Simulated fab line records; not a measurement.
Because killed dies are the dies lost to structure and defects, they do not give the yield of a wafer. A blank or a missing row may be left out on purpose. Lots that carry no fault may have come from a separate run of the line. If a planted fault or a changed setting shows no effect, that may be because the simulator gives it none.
Code-filled problem report in 8D (eight disciplines) form    flow sky130    the parts of the form that need people (team, actions taken, sign-off) are left out

== 1. WHAT IS WRONG ==
VIA1_W_RS at SKY_VIA1_RS_MEAS_22 reads a mean of 0.758 ohm/sq on 2 wafers of 1 lot; wafers without a fault read 0.427 ohm/sq with a standard deviation of 0.0058. Measured from the usual mean, that is +57 standard deviations.
The step: measures by four-point-probe.
First observed at day 38 00:13: wafer L146.3, on filmMetro-03. The record holds 15 wafers of 5 lots with a number at this step. By rule, "out" or "out of limits" means more than 4 standard deviations away from the usual mean. The other wafers with a number count as sound.

== 2. WHAT IT IS AND WHAT IT IS NOT ==
question                     is                 is not
which readings at this step  VIA1_W_RS          -
which lots                   L146               L136, L144, L156, L157
which wafers of those lots   L146.3, L146.5     L146.1
read on which gauges         filmMetro-03       filmMetro-01, filmMetro-04
when                         from day 38 00:13  up to then (7 sound wafers); but 6 sound wafers of L156, L157 came after

== 3. THE SUSPECTS, EACH WITH WHAT RULES IT OUT ==
Counting: any tool at a process step up to the reading remains a suspect provided it ran every lot that is out. Sound lots after the first of them don't rule it out here, since some wafers of a struck lot are sound.
- ruled out: the gauge at SKY_VIA1_RS_MEAS_22. All the wafers that are out were read on filmMetro-03, but those of them that SKY_VIA1_CMP_24 has rows for are out there too, on other tools.
- rieDiel-02 at SKY_VIA1_ETCH_14 (etches BARC in N2/H2, stops on SiO2, time 45.9 s, target depth 60 nm): kept. It ran the lot that is out, L146 (day 37 23:23).
- rieDiel-02 at SKY_VIA1_ETCH_15 (etches SiO2 in C4F8/O2/Ar, stops on TiN, target depth 351 nm, time 54 s): kept. It ran the lot that is out, L146 (day 37 23:25).
- plasmaAsher-04 at SKY_VIA1_STRIP_16 (strips in O2/N2): kept. It ran the lot that is out, L146 (day 37 23:28).
- pvdSputter-04 at SKY_VIA1_SPUTTER_20 (material TiN, target thk 20 nm, time 80 s): kept. The lot that is out, L146, ran on it at day 38 00:04; the last sound lot it ran before that was L136, at day 34 22:19.
- cvdW-02 at SKY_VIA1_CVD_21 (deposits W, target thk 270 nm, time 80.902 s): kept. The lot that is out, L146, ran on it at day 38 00:07; the last sound lot it ran before that was L144, at day 37 06:52.
- Within rieDiel-02 at SKY_VIA1_ETCH_14: the wafers that are out ran in chambers 1, 3; their sound lot-mates ran in chamber 2.
- Within rieDiel-02 at SKY_VIA1_ETCH_15: the wafers that are out ran in chambers 1, 3; their sound lot-mates ran in chamber 2.
Left after counting: rieDiel-02 at SKY_VIA1_ETCH_14, rieDiel-02 at SKY_VIA1_ETCH_15, plasmaAsher-04 at SKY_VIA1_STRIP_16, pvdSputter-04 at SKY_VIA1_SPUTTER_20, cvdW-02 at SKY_VIA1_CVD_21.

== 4. THE CAUSE (what the simulator had put in) ==
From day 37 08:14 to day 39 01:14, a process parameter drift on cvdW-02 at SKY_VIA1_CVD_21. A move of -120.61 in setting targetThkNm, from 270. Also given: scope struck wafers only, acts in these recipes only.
5 suspects survive the count, and this tool is in that group.

== 5. THE CHAIN OF EFFECTS, in route order ==
Rows list readings where the struck wafers' mean (over those with a number) sits beyond 3 standard deviations from the usual. Only readings whose record carries a usual standard deviation are examined. hours: median over the lots of the time between each lot's start at the first step of this table that gives one and its start at this step. sigmas: the change, counted in usual standard deviations.
hours  step                  reading          usual         on struck wafers  change  sigmas
0      SKY_VIA1_RS_MEAS_22   VIA1_W_RS        0.427 ohm/sq  0.758             +0.331  +57
0      SKY_VIA1_THK_MEAS_23  VIA1_W_THK       266 nm        150               -116    -31
0      SKY_VIA1_CMP_24       timeToEndpointS  63 s          38                -25     -7.4
Here are the process steps it includes:
- SKY_VIA1_CMP_24: polishes, stops on SiO2, t overpolish 15 s, target thk 0 nm.

== 6. HOW IT WOULD HAVE BEEN CAUGHT EARLIER ==
16 hours passed between the start of the fault at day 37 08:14 and the first reading out of limits at a measuring or inspecting step in this record, taken at day 38 00:13.
No tool reading at SKY_VIA1_CVD_21 that has a usual standard deviation in the record was out on any struck wafer, so an alarm limit of 4 standard deviations on those readings would not have fired.
Each of the lots that are out, 1 in all, had begun SKY_VIA1_CVD_21 on cvdW-02 no later than day 38 00:13. None of them would have been spared by holding the tool at that moment.
